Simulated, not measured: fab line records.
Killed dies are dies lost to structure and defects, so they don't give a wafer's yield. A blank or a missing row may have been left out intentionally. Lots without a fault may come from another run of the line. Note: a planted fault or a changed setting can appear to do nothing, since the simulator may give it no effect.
fab line records -- flow sky130
record: lots: 5, wafers: 15, last-day: 50
route steps=708 shown CONTACT@407
lots untouched by any fault: they come from a run of this same line in which no faults occurred
start-h: hours from the record's opening day to when the first of the lot's shown wafers began -- wait-h: hours from the lot's prior step to this one -- " the same as in the row above -- L1.1+2: several wafers, shown together as one row -- - no value, or no start was given -- * or withheld: withheld -- < > ~ a bound
route shown NAME@n: a module of which the file shows steps, and the number in the route of the first -- usual: mean/standard deviation of fault-free wafers -- same: alike in all rows -- chamber/n: place in a boat -- sites: each site's reading -- _std_site: the standard deviation of these -- _edge_site: inner sites' mean taken away from outer sites' mean -- radius-mm: for every site, how far away it sits from the centre of the wafer -- mask NAME#n: copy n -- behind: the most recent tool/chamber to have shaped the wafer -- hold: why the lot was held/for how many hours/how that ended -- device: which transistor (n, p or np) failed to switch -- end of line: the same wafers' tests at the end of the route -- a step with no rows: only its recipe -- killed: dies that structure and defects cost at the first sort, which is not the same as the wafer's yield -- map: the dies of a wafer, with x for killed, . for not killed, _ for no die there
set.NAME: the setting the step ran with; set.NAME@STEP: the setting that earlier step ran with -- model.NAME: the simulator's own value behind a step, which no gauge read
a table for each step, a row for each wafer; lots at some steps of the route
services: when a tool's chamber went out of use (start-h, in hours from the record's first day, below 0 if earlier), for how many hours, and the reason
== steps ==
step: SKY_CONTACT_THK_MEAS_01
recipe: reads: Si3N4_of_CONTACT_CVD_00
usual: CONTACT_CVD_00_THK: 75.1/0.88
lot.wafer,tool,chamber,start-h,wait-h,CONTACT_CVD_00_THK[nm]
L079.2,film-metro-03,-,754.08,-,74.8
L079.4,film-metro-03,-,754.08,-,75.8
L079.6,film-metro-03,-,754.08,-,75.5
L086.2,film-metro-04,-,807.97,-,75.8
L086.4,film-metro-04,-,807.97,-,76.8
L086.6,film-metro-04,-,807.97,-,76.8
L087.2,film-metro-04,-,822.26,-,75.2
L087.3,film-metro-04,-,822.26,-,74.8
L087.6,film-metro-04,-,822.26,-,75.3
L089.3,film-metro-03,-,835.53,-,74.2
L089.4,film-metro-03,-,835.53,-,75.6
L089.6,film-metro-03,-,835.53,-,75.9
L093.1,film-metro-02,-,857.63,-,73.2
L093.2,film-metro-02,-,857.63,-,73.4
L093.5,film-metro-02,-,857.63,-,75.4
step: SKY_CONTACT_HDPCVD_02
recipe: material: SiO2, target-thk-nm: 565, sigma-open-frac: 0.3, time-s: 94.2, temp-c: 600, sih4-flow-sccm: 60, pressure-mtorr: 6
lot.wafer,tool,chamber,start-h,wait-h
L079.2+4+6,hdpcvd-01,"2,2,1",754.13,0.0
L086.2+4+6,hdpcvd-01,"2,0,1",808.02,0.0
L087.2+3+6,hdpcvd-02,"2,0,1",822.31,0.0
L089.3+4+6,hdpcvd-01,"0,0,2",835.57,0.0
L093.1+2+5,hdpcvd-02,"1,2,2",857.69,0.1
step: SKY_CONTACT_THK_MEAS_03
recipe: reads: SiO2_of_CONTACT_HDPCVD_02
usual: CONTACT_HDPCVD_THK: 564/6.4
lot.wafer,tool,chamber,start-h,wait-h,CONTACT_HDPCVD_THK[nm]
L079.2,film-metro-02,-,754.24,0.1,573
L079.4,film-metro-02,-,754.24,0.1,569
L079.6,film-metro-02,-,754.24,0.1,577
L086.2,film-metro-04,-,808.10,0.0,562
L086.4,film-metro-04,-,808.10,0.0,552
L086.6,film-metro-04,-,808.10,0.0,557
L087.2,film-metro-03,-,822.39,0.0,555
L087.3,film-metro-03,-,822.39,0.0,560
L087.6,film-metro-03,-,822.39,0.0,567
L089.3,film-metro-04,-,835.66,0.1,552
L089.4,film-metro-04,-,835.66,0.1,561
L089.6,film-metro-04,-,835.66,0.1,567
L093.1,film-metro-04,-,857.76,0.0,575
L093.2,film-metro-04,-,857.76,0.0,555
L093.5,film-metro-04,-,857.76,0.0,564
step: SKY_CONTACT_CMP_04
recipe: material: SiO2, down-force-psi: 4, platen-rpm: 60, pad-velocity-m-s: 0.94248
usual: edge-zone-pressure-frac: 1.000/0.0046, motor-current-A: 12.0/1.5, platen-rpm: 60.00/0.043, slurry-flow-ml-min: 150.1/0.51, time-to-endpoint-s: 85/3.7
lot.wafer,tool,chamber,start-h,wait-h,edge-zone-pressure-frac,motor-current-A,platen-rpm,slurry-flow-ml-min,time-to-endpoint-s
L079.4,cmp-01,1,754.29,0.0,0.997,13.2,59.99,150.7,84
L079.2,cmp-01,3,754.29,0.0,0.998,13.5,59.98,150.2,84
L079.6,cmp-01,2,754.29,0.0,1.002,13.5,59.95,150.5,91
L086.2,cmp-02,1,808.15,0.0,0.996,10.0,60.02,149.1,84
L086.4,cmp-02,2,808.15,0.0,0.996,10.5,60.00,150.8,86
L086.6,cmp-02,1,808.15,0.0,1.000,10.7,60.01,148.5,83
L087.3,cmp-02,3,822.54,0.1,0.997,12.2,60.04,150.0,80
L087.2,cmp-02,0,822.54,0.1,0.999,9.8,60.04,150.5,84
L087.6,cmp-02,2,822.54,0.1,1.001,10.3,59.97,148.9,88
L089.4,cmp-02,1,835.70,0.0,0.999,10.4,59.98,150.3,83
L089.3,cmp-02,2,835.70,0.0,0.995,10.3,59.95,150.3,83
L089.6,cmp-02,2,835.70,0.0,0.997,10.1,59.98,149.7,88
L093.1,cmp-01,1,857.82,0.1,1.007,12.6,59.99,149.9,88
L093.2,cmp-01,2,857.82,0.1,1.001,13.8,59.97,150.8,84
L093.5,cmp-01,2,857.82,0.1,1.003,13.4,60.02,150.4,91
step: SKY_CONTACT_BOW_MEAS_05
recipe: mode: bow
usual: CONTACT_BOW: 82/7.6
lot.wafer,tool,chamber,start-h,wait-h,CONTACT_BOW[um]
L079.2,film-metro-03,-,754.61,0.2,76
L079.4,film-metro-03,-,754.61,0.2,86
L079.6,film-metro-03,-,754.61,0.2,88
L086.2,film-metro-03,-,808.47,0.3,78
L086.4,film-metro-03,-,808.47,0.3,83
L086.6,film-metro-03,-,808.47,0.3,88
L087.2,film-metro-03,-,822.76,0.1,72
L087.3,film-metro-03,-,822.76,0.1,76
L087.6,film-metro-03,-,822.76,0.1,90
L089.3,film-metro-02,-,836.04,0.2,77
L089.4,film-metro-02,-,836.04,0.2,83
L089.6,film-metro-02,-,836.04,0.2,88
L093.1,film-metro-04,-,858.12,0.2,78
L093.2,film-metro-04,-,858.12,0.2,97
L093.5,film-metro-04,-,858.12,0.2,86
step: SKY_CONTACT_DEHYDRATE_06
recipe: temp-c: 200, time-s: 60
lot.wafer,tool,chamber,start-h,wait-h
L079.2+4+6,litho-track-01,0,768.39,13.8
L086.2+4+6,litho-track-03,0,821.24,12.8
L087.2+3+6,litho-track-01,0,835.09,12.3
L089.3+4+6,litho-track-04,0,849.20,13.1
L093.1+2+5,litho-track-04,0,870.00,11.9
step: SKY_CONTACT_HMDS_07
recipe: prime-time-s: 60, prime-temp-c: 120
lot.wafer,tool,chamber,start-h,wait-h
L079.2+4+6,litho-track-01,0,768.54,0.1
L086.2+4+6,litho-track-03,0,821.39,0.1
L087.2+3+6,litho-track-01,0,835.24,0.1
L089.3+4+6,litho-track-04,0,849.35,0.1
L093.1+2+5,litho-track-04,0,870.15,0.1
step: SKY_CONTACT_COAT_08
recipe: resist: BARC, temp-c: withheld, time-s: withheld, spin-rpm: 2942, resist-thk-nm: 60
lot.wafer,tool,chamber,start-h,wait-h
L079.2+4+6,litho-track-01,0,768.69,0.1
L086.2+4+6,litho-track-03,0,821.54,0.1
L087.2+3+6,litho-track-01,0,835.39,0.1
L089.3+4+6,litho-track-04,0,849.50,0.1
L093.1+2+5,litho-track-04,0,870.30,0.1
step: SKY_CONTACT_COAT_09
recipe: resist: KrF-thick, spin-rpm: 3000, resist-thk-nm: 450
lot.wafer,tool,chamber,start-h,wait-h
L079.2+4+6,litho-track-01,0,-,-
L086.2+4+6,litho-track-03,0,-,-
L087.2+3+6,litho-track-01,0,-,-
L089.3+4+6,litho-track-04,0,-,-
L093.1+2+5,litho-track-04,0,-,-
step: SKY_CONTACT_SOFTBAKE_10
recipe: temp-c: 100, time-s: 90, resist: KrF-thick
lot.wafer,tool,chamber,start-h,wait-h
L079.2+4+6,litho-track-01,0,-,-
L086.2+4+6,litho-track-03,0,-,-
L087.2+3+6,litho-track-01,0,-,-
L089.3+4+6,litho-track-04,0,-,-
L093.1+2+5,litho-track-04,0,-,-
step: SKY_CONTACT_EXPOSE_11
recipe: mask-id: CTM1, na: 0.8, source-shape: annular, sigma-inner: 0.55, sigma-outer: 0.85, target-cd-nm: 170, dose-mj: 38
usual: exposure-dose-mJ-cm2: 38.00/0.037, reticle-temp-C: 22.98/0.12, stage-vel-mm-s: 500.00/0.26
lot.wafer,tool,chamber,start-h,wait-h,mask,exposure-dose-mJ-cm2,reticle-temp-C,stage-vel-mm-s
L079.2,krf-scanner-02,0,-,-,CTM1#0,37.99,22.95,499.86
L079.4,krf-scanner-02,0,-,-,CTM1#0,37.99,23.21,500.01
L079.6,krf-scanner-02,0,-,-,CTM1#0,38.01,23.13,499.93
L086.2,krf-scanner-02,0,-,-,CTM1#0,38.01,22.95,500.30
L086.4,krf-scanner-02,0,-,-,CTM1#0,38.03,23.00,499.92
L086.6,krf-scanner-02,0,-,-,CTM1#0,38.05,22.93,499.80
L087.2,krf-scanner-02,0,-,-,CTM1#0,37.99,22.96,500.48
L087.3,krf-scanner-02,0,-,-,CTM1#0,38.00,23.01,500.13
L087.6,krf-scanner-02,0,-,-,CTM1#0,38.02,23.08,500.69
L089.3,krf-scanner-02,0,-,-,CTM1#0,38.02,22.80,499.79
L089.4,krf-scanner-02,0,-,-,CTM1#0,38.07,22.80,499.57
L089.6,krf-scanner-02,0,-,-,CTM1#0,38.06,22.76,499.84
L093.1,krf-scanner-01,0,-,-,CTM1#0,38.02,22.93,500.10
L093.2,krf-scanner-01,0,-,-,CTM1#0,38.07,23.00,500.14
L093.5,krf-scanner-01,0,-,-,CTM1#0,38.04,22.77,500.11
step: SKY_CONTACT_PEB_12
recipe: peb-temp-c: withheld, peb-time-s: withheld, resist: KrF-thick
lot.wafer,tool,chamber,start-h,wait-h
L079.2+4+6,litho-track-01,0,-,-
L086.2+4+6,litho-track-03,0,-,-
L087.2+3+6,litho-track-04,0,-,-
L089.3+4+6,litho-track-01,0,-,-
L093.1+2+5,litho-track-01,0,-,-
step: SKY_CONTACT_DEVELOP_13
recipe: develop-time-s: 60, resist: KrF-thick, dev-temp-c: 21
usual: developer-temp-C: 21.01/0.12
lot.wafer,tool,chamber,start-h,wait-h,developer-temp-C
L079.2,litho-track-01,0,-,-,21.11
L079.4,litho-track-01,0,-,-,21.17
L079.6,litho-track-01,0,-,-,21.14
L086.2,litho-track-03,0,-,-,20.94
L086.4,litho-track-03,0,-,-,20.89
L086.6,litho-track-03,0,-,-,21.12
L087.2,litho-track-04,0,-,-,21.23
L087.3,litho-track-04,0,-,-,21.15
L087.6,litho-track-04,0,-,-,21.10
L089.3,litho-track-01,0,-,-,21.17
L089.4,litho-track-01,0,-,-,20.87
L089.6,litho-track-01,0,-,-,21.06
L093.1,litho-track-01,0,-,-,20.90
L093.2,litho-track-01,0,-,-,21.12
L093.5,litho-track-01,0,-,-,21.00
step: SKY_CONTACT_CD_MEAS_14
recipe: target-cd-nm: 170
usual: cd-nm: 169.5/1.4
lot.wafer,tool,chamber,start-h,wait-h,cd-nm
L079.2,cd-sem-02,-,782.28,-,170.4
L079.4,cd-sem-02,-,782.28,-,170.2
L079.6,cd-sem-02,-,782.28,-,170.7
L086.2,cd-sem-02,-,834.94,-,169.2
L086.4,cd-sem-02,-,834.94,-,170.2
L086.6,cd-sem-02,-,834.94,-,170.8
L087.2,cd-sem-01,-,849.17,-,170.3
L087.3,cd-sem-01,-,849.17,-,168.2
L087.6,cd-sem-01,-,849.17,-,169.1
L089.3,cd-sem-01,-,862.80,-,169.6
L089.4,cd-sem-01,-,862.80,-,169.0
L089.6,cd-sem-01,-,862.80,-,167.9
L093.1,cd-sem-01,-,887.91,-,170.6
L093.2,cd-sem-01,-,887.91,-,169.6
L093.5,cd-sem-01,-,887.91,-,168.2
step: SKY_CONTACT_OVL_MEAS_15
usual: CONTACT_OVL: -1/5.9
lot.wafer,tool,chamber,start-h,wait-h,CONTACT_OVL[nm]
L079.2,overlay-02,-,782.39,0.1,-8
L079.4,overlay-02,-,782.39,0.1,-8
L079.6,overlay-02,-,782.39,0.1,-10
L086.2,overlay-01,-,835.05,0.1,10
L086.4,overlay-01,-,835.05,0.1,1
L086.6,overlay-01,-,835.05,0.1,3
L087.2,overlay-01,-,849.28,0.1,-6
L087.3,overlay-01,-,849.28,0.1,4
L087.6,overlay-01,-,849.28,0.1,1
L089.3,overlay-01,-,862.90,0.1,0
L089.4,overlay-01,-,862.90,0.1,-2
L089.6,overlay-01,-,862.90,0.1,1
L093.1,overlay-01,-,888.03,0.1,-6
L093.2,overlay-01,-,888.03,0.1,-18
L093.5,overlay-01,-,888.03,0.1,-2
step: SKY_CONTACT_ETCH_16
recipe: chemistry: N2/H2, target: BARC, ion-energy-ev: 200, source-w: 500, bias-w: 100, pressure-mtorr: 30, n2-flow-sccm: 100, h2-flow-sccm: 200, stop-on: SiO2, time-s: 45.9, target-depth-a: 600
usual: drypump-motor-current-A: 5.6/0.47, oes-product-au: 0.859/0.0051, throttle-valve-pct: 13.226/0.0093
lot.wafer,tool,chamber,start-h,wait-h,drypump-motor-current-A,oes-product-au,rf-hours-counter-h,throttle-valve-pct
L079.2,rie-diel-02,2,782.42,0.0,5.1,0.867,7,13.208
L079.4,rie-diel-02,3,782.42,0.0,6.4,0.857,24,13.228
L079.6,rie-diel-02,0,782.42,0.0,5.1,0.861,-,13.221
L086.2,rie-diel-04,0,835.08,0.0,5.7,0.858,11,13.238
L086.4,rie-diel-04,1,835.08,0.0,6.3,0.865,9,13.212
L086.6,rie-diel-04,2,835.08,0.0,5.7,0.860,-,13.227
L087.2,rie-diel-03,3,849.31,0.0,5.5,0.851,5,13.231
L087.3,rie-diel-03,1,849.31,0.0,5.0,0.863,12,13.223
L087.6,rie-diel-03,1,849.31,0.0,5.0,0.862,-,13.237
L089.3,rie-diel-04,0,862.92,0.0,5.7,0.854,12,13.229
L089.4,rie-diel-04,3,862.92,0.0,5.9,0.856,2,13.226
L089.6,rie-diel-04,1,862.92,0.0,6.2,0.853,-,13.221
L093.1,rie-diel-02,2,888.07,0.0,5.1,0.864,9,13.228
L093.2,rie-diel-02,1,888.07,0.0,5.6,0.870,14,13.242
L093.5,rie-diel-02,2,888.07,0.0,5.1,0.858,-,13.233
step: SKY_CONTACT_ETCH_17
recipe: target: SiO2, chemistry: C4F8/O2/Ar, stop-on: Si3N4, mask-material: KrF-thick, source-w: 1500, bias-w: 1200, pressure-mtorr: 40, c4f8-flow-sccm: withheld, O2_flow_sccm: 6, Ar_flow_sccm: 300, time-s: withheld, target-depth-a: 3400
usual: oes-product-au: 0.893/0.0053
lot.wafer,tool,chamber,start-h,wait-h,oes-product-au
L079.2,rie-diel-02,2,782.46,0.0,0.891
L079.4,rie-diel-02,3,782.46,0.0,0.893
L079.6,rie-diel-02,0,782.46,0.0,0.900
L086.2,rie-diel-04,0,835.12,0.0,0.896
L086.4,rie-diel-04,1,835.12,0.0,0.904
L086.6,rie-diel-04,2,835.12,0.0,0.886
L087.2,rie-diel-03,3,849.35,0.0,0.892
L087.3,rie-diel-03,1,849.35,0.0,0.901
L087.6,rie-diel-03,1,849.35,0.0,0.899
L089.3,rie-diel-04,0,862.96,0.0,0.891
L089.4,rie-diel-04,3,862.96,0.0,0.895
L089.6,rie-diel-04,1,862.96,0.0,0.882
L093.1,rie-diel-02,2,888.11,0.0,0.893
L093.2,rie-diel-02,1,888.11,0.0,0.888
L093.5,rie-diel-02,2,888.11,0.0,0.899
step: SKY_CONTACT_ETCH_18
recipe: target: Si3N4, chemistry: CHF3/O2, stop-on: TiN, source-w: 600, bias-w: 200, pressure-mtorr: 40, chf3-flow-sccm: 50, O2_flow_sccm: 5, time-s: 39, target-depth-a: 750
usual: drypump-motor-current-A: 5.6/0.47, oes-product-au: 0.855/0.0068, throttle-valve-pct: 8.793/0.0082
lot.wafer,tool,chamber,start-h,wait-h,drypump-motor-current-A,oes-product-au,rf-hours-counter-h,throttle-valve-pct
L079.2,rie-diel-02,2,-,-,5.1,0.852,7,8.807
L079.4,rie-diel-02,3,-,-,6.4,0.866,24,8.794
L079.6,rie-diel-02,0,-,-,5.0,0.852,-,8.776
L086.2,rie-diel-04,0,-,-,5.7,0.863,11,8.799
L086.4,rie-diel-04,1,-,-,6.3,0.871,10,8.796
L086.6,rie-diel-04,2,-,-,5.7,0.866,-,8.784
L087.2,rie-diel-03,3,-,-,5.6,0.859,5,8.807
L087.3,rie-diel-03,1,-,-,5.0,0.858,12,8.795
L087.6,rie-diel-03,1,-,-,5.0,0.855,-,8.794
L089.3,rie-diel-04,0,-,-,5.7,0.845,12,8.804
L089.4,rie-diel-04,3,-,-,5.9,0.856,2,8.805
L089.6,rie-diel-04,1,-,-,6.3,0.860,-,8.804
L093.1,rie-diel-02,2,-,-,5.1,0.846,9,8.796
L093.2,rie-diel-02,1,-,-,5.6,0.839,14,8.786
L093.5,rie-diel-02,2,-,-,5.1,0.861,-,8.778
step: SKY_CONTACT_STRIP_19
recipe: chemistry: O2/N2, power-w: 1400, pressure-mtorr: 1500, platen-temp-c: withheld, o2-flow-sccm: 3000, n2-flow-sccm: 300, overash-fraction: 0.5
usual: drypump-motor-current-A: 5.7/0.47, o2-flow-sccm: 3001/8.4, oes-product-au: 0.381/0.0046, strip-time-to-endpoint-s: 3.62/0.031
same: overash-fraction: 0.5
lot.wafer,tool,chamber,start-h,wait-h,drypump-motor-current-A,o2-flow-sccm,oes-product-au,rf-hours-counter-h,strip-time-to-endpoint-s
L079.2,plasma-asher-04,0,782.55,-,6.1,3001,0.385,4,3.65
L079.4,plasma-asher-04,0,782.55,-,6.1,3003,0.376,-,3.62
L079.6,plasma-asher-04,0,782.55,-,6.1,3001,0.375,-,3.59
L086.2,plasma-asher-01,1,835.21,-,5.4,2990,0.380,75,3.61
L086.4,plasma-asher-01,0,835.21,-,6.2,3004,0.378,-,3.63
L086.6,plasma-asher-01,0,835.21,-,6.3,3000,0.390,-,3.62
L087.2,plasma-asher-04,1,849.44,-,6.0,2994,0.375,9,3.62
L087.3,plasma-asher-04,1,849.44,-,6.0,3001,0.378,-,3.67
L087.6,plasma-asher-04,0,849.44,-,6.1,3016,0.375,-,3.65
L089.3,plasma-asher-04,1,863.08,-,6.0,3007,0.383,-,3.59
L089.4,plasma-asher-04,0,863.08,-,6.1,3011,0.382,-,3.64
L089.6,plasma-asher-04,1,863.08,-,6.0,3003,0.390,-,3.64
L093.1,plasma-asher-04,1,888.20,-,6.0,2996,0.381,13,3.60
L093.2,plasma-asher-04,0,888.20,-,6.1,3003,0.378,13,3.59
L093.5,plasma-asher-04,1,888.20,-,6.0,3001,0.376,-,3.60
step: SKY_CONTACT_STRIP_20
recipe: chemistry: post-etch-residue-remover, time-s: 1200, temp-c: 72.5
usual: bath-heat-duty-pct: 14.9/1.7
lot.wafer,tool,chamber,start-h,wait-h,bath-heat-duty-pct
L079.2,wet-bench-03,3,782.65,0.1,12.0
L079.4,wet-bench-03,3,782.65,0.1,11.2
L079.6,wet-bench-03,3,782.65,0.1,12.4
L086.2,wet-bench-02,1,835.31,0.1,15.7
L086.4,wet-bench-02,1,835.31,0.1,16.1
L086.6,wet-bench-02,1,835.31,0.1,15.0
L087.2,wet-bench-04,3,849.54,0.1,16.0
L087.3,wet-bench-04,3,849.54,0.1,16.8
L087.6,wet-bench-04,3,849.54,0.1,17.5
L089.3,wet-bench-04,2,863.15,0.0,15.2
L089.4,wet-bench-04,2,863.15,0.0,14.2
L089.6,wet-bench-04,2,863.15,0.0,14.6
L093.1,wet-bench-02,1,888.30,0.1,14.2
L093.2,wet-bench-02,1,888.30,0.1,15.6
L093.5,wet-bench-02,1,888.30,0.1,15.7
step: SKY_CONTACT_CLEAN_21
recipe: chemistry: IPA, time-s: 180, temp-c: 25
usual: bath-heat-duty-pct: 6.3/0.92
lot.wafer,tool,chamber,start-h,wait-h,bath-heat-duty-pct
L079.2,wet-bench-02,3,782.99,0.0,6.6
L079.4,wet-bench-02,3,782.99,0.0,6.5
L079.6,wet-bench-02,3,782.99,0.0,7.2
L086.2,wet-bench-04,1,835.65,0.0,6.9
L086.4,wet-bench-04,1,835.65,0.0,5.7
L086.6,wet-bench-04,1,835.65,0.0,6.2
L087.2,wet-bench-03,0,849.91,0.0,7.1
L087.3,wet-bench-03,0,849.91,0.0,7.7
L087.6,wet-bench-03,0,849.91,0.0,7.1
L089.3,wet-bench-03,0,863.49,0.0,7.7
L089.4,wet-bench-03,0,863.49,0.0,7.4
L089.6,wet-bench-03,0,863.49,0.0,6.6
L093.1,wet-bench-04,1,888.64,0.0,5.9
L093.2,wet-bench-04,1,888.64,0.0,6.4
L093.5,wet-bench-04,1,888.64,0.0,5.8
step: SKY_CONTACT_CLEAN_22
recipe: chemistry: O3/DIW, dry: n2-spin
lot.wafer,tool,chamber,start-h,wait-h
L079.2+4+6,wet-bench-03,0,783.06,0.0
L086.2+4+6,wet-bench-03,2,835.71,0.0
L087.2+3+6,wet-bench-04,3,849.97,0.0
L089.3+4+6,wet-bench-04,2,863.55,0.0
L093.1+2+5,wet-bench-02,1,888.70,0.0
step: SKY_CONTACT_SPUTTER_23
recipe: material: TiN, target-thk-nm: 20, chamber-pressure-pa: 5, power-w: 4000, time-s: 80
usual: throttle-valve-pct: 29.8/1.1
lot.wafer,tool,chamber,start-h,wait-h,throttle-valve-pct
L079.2,pvd-sputter-02,-,783.15,0.0,31.3
L079.4,pvd-sputter-02,-,783.15,0.0,29.0
L079.6,pvd-sputter-02,-,783.15,0.0,29.1
L086.2,pvd-sputter-02,-,835.80,0.0,29.7
L086.4,pvd-sputter-02,-,835.80,0.0,29.3
L086.6,pvd-sputter-02,-,835.80,0.0,29.9
L087.2,pvd-sputter-02,-,850.07,0.0,31.2
L087.3,pvd-sputter-02,-,850.07,0.0,28.9
L087.6,pvd-sputter-02,-,850.07,0.0,29.9
L089.3,pvd-sputter-01,-,863.64,0.0,31.5
L089.4,pvd-sputter-01,-,863.64,0.0,29.5
L089.6,pvd-sputter-01,-,863.64,0.0,29.1
L093.1,pvd-sputter-02,-,888.79,0.0,31.1
L093.2,pvd-sputter-02,-,888.79,0.0,29.6
L093.5,pvd-sputter-02,-,888.79,0.0,28.8
step: SKY_CONTACT_CVD_24
recipe: material: W, target-thk-nm: 340, time-s: 102.12, temp-c: 400, pressure-torr: 40
usual: heater-power-outer-w: 520/30, heater-power-w: 854/59
lot.wafer,tool,chamber,start-h,wait-h,heater-power-outer-w,heater-power-w
L079.2,cvd-w-02,0,783.21,0.0,474,759
L079.4,cvd-w-02,1,783.21,0.0,536,858
L079.6,cvd-w-02,0,783.21,0.0,471,769
L086.2,cvd-w-01,1,835.86,0.0,543,938
L086.4,cvd-w-01,1,835.86,0.0,571,938
L086.6,cvd-w-01,1,835.86,0.0,553,908
L087.2,cvd-w-02,0,850.14,0.0,485,782
L087.3,cvd-w-02,1,850.14,0.0,546,890
L087.6,cvd-w-02,1,850.14,0.0,549,875
L089.3,cvd-w-02,0,863.74,0.1,492,743
L089.4,cvd-w-02,1,863.74,0.1,539,904
L089.6,cvd-w-02,0,863.74,0.1,478,767
L093.1,cvd-w-02,1,888.85,0.0,545,903
L093.2,cvd-w-02,0,888.85,0.0,472,790
L093.5,cvd-w-02,0,888.85,0.0,483,773
step: SKY_CONTACT_RS_MEAS_25
recipe: thk-meas-gauge: four-point-probe, reads: W_of_CONTACT_CVD_24+TiN_of_CONTACT_SPUTTER_23
usual: CONTACT_W_RS: 0.336/0.0033
lot.wafer,tool,chamber,start-h,wait-h,CONTACT_W_RS[ohm/sq]
L079.2,film-metro-04,-,783.34,0.1,0.336
L079.4,film-metro-04,-,783.34,0.1,0.339
L079.6,film-metro-04,-,783.34,0.1,0.337
L086.2,film-metro-04,-,835.99,0.1,0.336
L086.4,film-metro-04,-,835.99,0.1,0.339
L086.6,film-metro-04,-,835.99,0.1,0.336
L087.2,film-metro-03,-,850.27,0.1,0.331
L087.3,film-metro-03,-,850.27,0.1,0.330
L087.6,film-metro-03,-,850.27,0.1,0.329
L089.3,film-metro-03,-,863.85,0.1,0.331
L089.4,film-metro-03,-,863.85,0.1,0.333
L089.6,film-metro-03,-,863.85,0.1,0.331
L093.1,film-metro-03,-,888.96,0.1,0.338
L093.2,film-metro-03,-,888.96,0.1,0.338
L093.5,film-metro-03,-,888.96,0.1,0.339
== services ==
tool,chamber,start-h,hours,kind
plasma-asher-04,-,733.75,9.0,pm
pvd-sputter-02,-,736.23,1.5,repair
hdpcvd-01,0,742.13,18.1,repair
rie-diel-02,0,747.48,1.2,repair
cmp-02,-,749.52,0.8,repair
plasma-asher-04,-,754.96,0.3,repair
hdpcvd-01,-,767.64,9.7,repair
rie-diel-04,0,769.87,8.3,repair
hdpcvd-01,-,777.38,6.0,pm
rie-diel-02,1,793.00,8.3,repair
rie-diel-03,2,794.21,2.4,repair
krf-scanner-02,-,798.12,0.9,repair
cmp-02,-,818.82,0.6,repair
cvd-w-02,1,824.19,3.3,repair
plasma-asher-04,-,828.24,15.9,repair
cvd-w-02,-,833.03,6.0,pm
krf-scanner-02,-,834.77,0.8,repair
wet-bench-02,-,836.57,42.3,pm
rie-diel-02,2,843.41,25.8,repair
krf-scanner-02,-,848.48,0.8,pm
rie-diel-02,3,848.97,8.6,repair
cvd-w-02,0,853.35,9.1,repair
krf-scanner-02,-,858.10,1.0,pm
krf-scanner-02,-,864.08,1.3,pm
== key ==
fault none
